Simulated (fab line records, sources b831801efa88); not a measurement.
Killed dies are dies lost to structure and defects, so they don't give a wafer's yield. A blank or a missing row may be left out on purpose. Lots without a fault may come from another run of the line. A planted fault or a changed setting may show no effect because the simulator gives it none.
A struck lot beside a sound one | flow sky130 | 31 steps out of a route of 708
Sound: wafers L376.2, L376.4, L376.6. Struck: wafers L396.2, L396.4, L396.6. The cause comes at the end.
At each step with rows: each side's tool, then ch and its chambers, then its first start. Under that, the readings that differ: sound wafers | struck wafers | difference of the means | sigmas: that difference in standard deviations of wafers without a fault.
alike: readings whose means differ by less than 2 such deviations, and words and numbers that are the same on both sides. not compared: withheld readings, readings that some wafer has no value for, bounds like >300 that may hide the same value, and numbers for which the record gives no deviation and whose values overlap.
The two part at a step that has a row with sigmas, a row that says differs or no value, or rows on one side only. Numbers that don't overlap but have no deviation are shown without sigmas and don't part them. A reading that every wafer of one side lacks parts them only if that side has two wafers or more.

first, 4 steps without rows for these wafers: SKY_METAL5_SOFTBAKE_10 (time 60 s); SKY_METAL5_EXPOSE_11 (exposes mask MM5, target cd 1600 nm); SKY_METAL5_PEB_12; SKY_METAL5_DEVELOP_13 (develop time 60 s).
SKY_METAL5_DESCUM_14: chemistry O2, time 11 s.
  sound on rie_metal-03 ch 0,1, day 43 09:02; struck on rie_metal-01 ch 1, day 48 19:07
  reading                     | sound       | struck      | difference | sigmas
  drypump_motor_current_A (A) | 6.6 5.7 5.7 | 4.9 4.9 4.9 | -1.1       | -2
  alike: oes_product_au, rf_fwd_power_W
  not compared: rf_hours_counter_h
SKY_METAL5_METAL_ETCH_15: etches the open film in Cl2/BCl3, stops on SiO2, target depth 1260 nm, time 252 s.
  sound on rie_metal-03 ch 0,1, day 43 09:04; struck on rie_metal-01 ch 1, day 48 19:15
  reading                     | sound       | struck      | difference | sigmas
  drypump_motor_current_A (A) | 6.6 5.7 5.7 | 4.9 4.9 4.9 | -1.1       | -2
  alike: oes_product_au, rf_fwd_power_W, throttle_valve_pct
  not compared: rf_hours_counter_h
SKY_METAL5_STRIP_16: strips in O2/N2.
  sound on plasma_asher-04 ch 0,1, day 43 09:18; struck on plasma_asher-01 ch 0,1, day 48 19:38
  alike: drypump_motor_current_A, oes_product_au, strip_time_to_endpoint_s
  not compared: rf_hours_counter_h
then, 3 steps without rows for these wafers: SKY_METAL5_STRIP_17 (strips in post etch residue remover, time 1200 s); SKY_METAL5_CLEAN_18 (cleans in IPA, time 180 s); SKY_METAL5_CLEAN_19 (cleans in O3/DIW).
SKY_PASSIVATION_CVD_00: deposits SiO2, target thk 90 nm.
  sound on pecvd-02 ch 0,1,2, day 43 09:56; struck on pecvd-02 ch 0,1,2, day 48 20:17
  alike: heater_power_outer_w, heater_power_w, rf_fwd_power_W
SKY_PASSIVATION_THK_MEAS_01:
  sound on film_metro-03, day 43 09:58; struck on film_metro-01, day 48 20:19
  alike: PASSIVATION_CVD_00_THK
SKY_PASSIVATION_CVD_02: deposits Si3N4, target thk 540 nm.
  sound on pecvd-01 ch 0,1, day 43 10:01; struck on pecvd-04 ch 0,1,2, day 48 20:22
  no value came back on the struck wafers for heater_power_w (W), rf_fwd_power_W (W); on the sound wafers heater_power_w (W) reads 712 724 853
then, 7 steps without rows for these wafers: SKY_PASSIVATION_DEHYDRATE_04 (time 60 s); SKY_PASSIVATION_HMDS_05 (prime time 60 s); SKY_PASSIVATION_COAT_06 (resist thk 3000 nm); SKY_PASSIVATION_SOFTBAKE_07; SKY_PASSIVATION_EXPOSE_08 (exposes mask NSM, target cd 3000 nm); SKY_PASSIVATION_PEB_09; SKY_PASSIVATION_DEVELOP_10 (develop time 60 s).
SKY_PASSIVATION_ETCH_11: etches the open film in CF4/O2, stops on AlCu, target depth 725 nm, time 161.1 s.
  sound on rie_diel-04 ch 0,1,2, day 44 08:47; struck on rie_diel-04 ch 0,1, day 49 13:53
  reading                                 | sound             | struck            | difference | sigmas
  oes_product_au (a.u.)                   | 0.962 0.970 0.975 | 0.992 0.983 0.983 | +0.017     | +3
  model.etch.depth_nm (nm)                | 687.7 707.9 703.8 | 723.8 715.9 717.1 | +19.1      |
  model.PASSIVATION.feature_depth_nm (nm) | 687.7 707.9 703.8 | 723.8 715.9 717.1 | +19.1      |
  alike: drypump_motor_current_A, rf_fwd_power_W, throttle_valve_pct
  not compared: rf_hours_counter_h
then, 8 steps without rows for these wafers: SKY_PASSIVATION_STRIP_12 (strips in O2/N2); SKY_PAD_OPEN_DEHYDRATE_00 (time 60 s); SKY_PAD_OPEN_HMDS_01 (prime time 60 s); SKY_PAD_OPEN_COAT_02 (resist thk 3000 nm); SKY_PAD_OPEN_SOFTBAKE_03; SKY_PAD_OPEN_EXPOSE_04 (exposes mask PDM, target cd 60000 nm); SKY_PAD_OPEN_PEB_05; SKY_PAD_OPEN_DEVELOP_06 (develop time 60 s).
SKY_PAD_OPEN_ETCH_07: etches the open film in CF4/O2, stops on AlCu, target depth 725 nm, time 161.1 s.
  sound on rie_diel-03 ch 2,3, day 45 05:51; struck on rie_diel-01 ch 1,2,3, day 50 06:36
  reading                              | sound             | struck            | difference | sigmas
  model.etch.depth_nm (nm)             | 687.7 707.9 703.8 | 721.5 711.7 723.1 | +19.0      |
  model.PAD_OPEN.feature_depth_nm (nm) | 687.7 707.9 703.8 | 721.5 711.7 723.1 | +19.0      |
  alike: drypump_motor_current_A, oes_product_au, rf_fwd_power_W, throttle_valve_pct
  not compared: rf_hours_counter_h
SKY_PAD_OPEN_STRIP_08: strips in O2/N2.
  sound on plasma_asher-01 ch 0, day 45 05:58; struck on plasma_asher-04 ch 0,1, day 50 06:43
  alike: drypump_motor_current_A, oes_product_au
  not compared: rf_hours_counter_h

WHERE THEY PART
First at SKY_METAL5_DESCUM_14; last, within this record, at SKY_PASSIVATION_ETCH_11. Later steps at which nothing parts them and some readings are alike: SKY_PAD_OPEN_ETCH_07, SKY_PAD_OPEN_STRIP_08.

WHY: what the simulator had put in
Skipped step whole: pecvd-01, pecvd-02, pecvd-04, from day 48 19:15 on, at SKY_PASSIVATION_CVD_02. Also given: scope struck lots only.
